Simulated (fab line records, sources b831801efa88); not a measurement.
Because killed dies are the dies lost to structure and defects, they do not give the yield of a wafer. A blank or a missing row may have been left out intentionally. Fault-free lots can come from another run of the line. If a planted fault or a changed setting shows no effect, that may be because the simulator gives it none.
A struck lot beside a sound one    flow sky130    16 steps out of a route of 708
Sound: the wafers L759.1, L759.5, L759.6. The struck wafers were L768.4, L768.5, L768.6. Last of all comes the cause.
At each step with rows: each side's tool, then ch and its chambers, then its first start. Under that, the readings that differ: sound wafers    struck wafers    difference of the means    sigmas: that difference in standard deviations of wafers without a fault.
alike: a reading whose means differ by less than 2 such deviations, as well as words and numbers matching on both sides. not compared: withheld readings; readings where some wafer has no value; bounds like >300 that might hide an equal value; numbers whose values overlap and for which the record gives no deviation.
The two part at a step that has a row with sigmas, a row that says differs or no value, or rows on one side only. Numbers that have no deviation but don't overlap get no sigmas and don't part them. A reading missing from all wafers of one side parts the sides only when that side holds two or more wafers.

SKY_NWELL_RS_MEAS_29: measures by four-point-probe.
  sound: film_metro-03 at day 5 13:04; struck: film_metro-03 at day 7 14:50
  alike: NWELL_RS
SKY_NWELL_RS_MEAS_31: measures by four-point-probe.
  sound: film_metro-03 at day 5 13:19; struck: film_metro-03 at day 7 15:04
  alike: PWDE_RS
then, 7 steps without rows for these wafers: SKY_VT_ADJUST_HVTP_DEHYDRATE_00 (time 60 s); SKY_VT_ADJUST_HVTP_HMDS_01 (prime time 60 s); SKY_VT_ADJUST_HVTP_COAT_02 (resist thk 1140 nm); SKY_VT_ADJUST_HVTP_SOFTBAKE_03 (time 60 s); SKY_VT_ADJUST_HVTP_EXPOSE_04 (exposes mask HVTPM, target cd 380 nm); SKY_VT_ADJUST_HVTP_PEB_05; SKY_VT_ADJUST_HVTP_DEVELOP_06 (develop time 60 s).
SKY_VT_ADJUST_HVTP_CD_MEAS_07 targets a cd of 380 nm.
  sound: cd_sem-02 at day 6 07:40; struck: cd_sem-01 at day 8 10:11
reading     sound              struck             difference  sigmas
cd_nm (nm)  383.6 383.1 384.7  377.6 381.0 376.4  -5.5        -2
SKY_VT_ADJUST_HVTP_OVL_MEAS_08:
  sound: overlay-01 at day 6 07:47; struck: overlay-01 at day 8 10:16
  alike: VT_ADJUST_HVTP_OVL
SKY_VT_ADJUST_HVTP_IMPLANT_09:
  sound on implanter-01 ch 0, day 6 07:50; struck on implanter-01 ch 0, day 8 10:21
reading                    sound              struck             difference  sigmas
implant_ion_amu            75 75 75           31 31 31           -44         
model.implant.rp_nm (nm)   83.01 83.01 83.01  186.3 186.3 186.3  +103.3      
model.implant.drp_nm (nm)  33.4 33.4 33.4     62.72 62.72 62.72  +29.32      
  alike: faraday_current_uA
SKY_VT_ADJUST_HVTP_STRIP_10: strips in O2/N2.
  sound on plasma_asher-02 ch 0,1, day 6 07:59; struck on plasma_asher-02 ch 0,1, day 8 10:30
reading                       sound              struck             difference  sigmas
strip_time_to_endpoint_s (s)  14.13 14.10 14.13  14.27 14.21 14.23  +0.12       +3
  alike: drypump_motor_current_A, n2_flow_sccm, oes_product_au
  not compared: rf_hours_counter_h
SKY_VT_ADJUST_HVTP_TW_MEAS_11:
  sound: film_metro-01 at day 6 08:05; struck: film_metro-03 at day 8 10:36
reading            sound           struck       difference  sigmas
VT_ADJUST_HVTP_TW  1372 1370 1366  959 958 959  -411        -58
then, 2 steps without rows for these wafers: SKY_VT_ADJUST_LVTN_DEHYDRATE_00 (time 60 s); SKY_PAD_OPEN_PROBE_99.

== WHERE THEY PART ==
First at SKY_VT_ADJUST_HVTP_CD_MEAS_07; last, within this record, at SKY_VT_ADJUST_HVTP_TW_MEAS_11.

WHY: what the simulator had put in
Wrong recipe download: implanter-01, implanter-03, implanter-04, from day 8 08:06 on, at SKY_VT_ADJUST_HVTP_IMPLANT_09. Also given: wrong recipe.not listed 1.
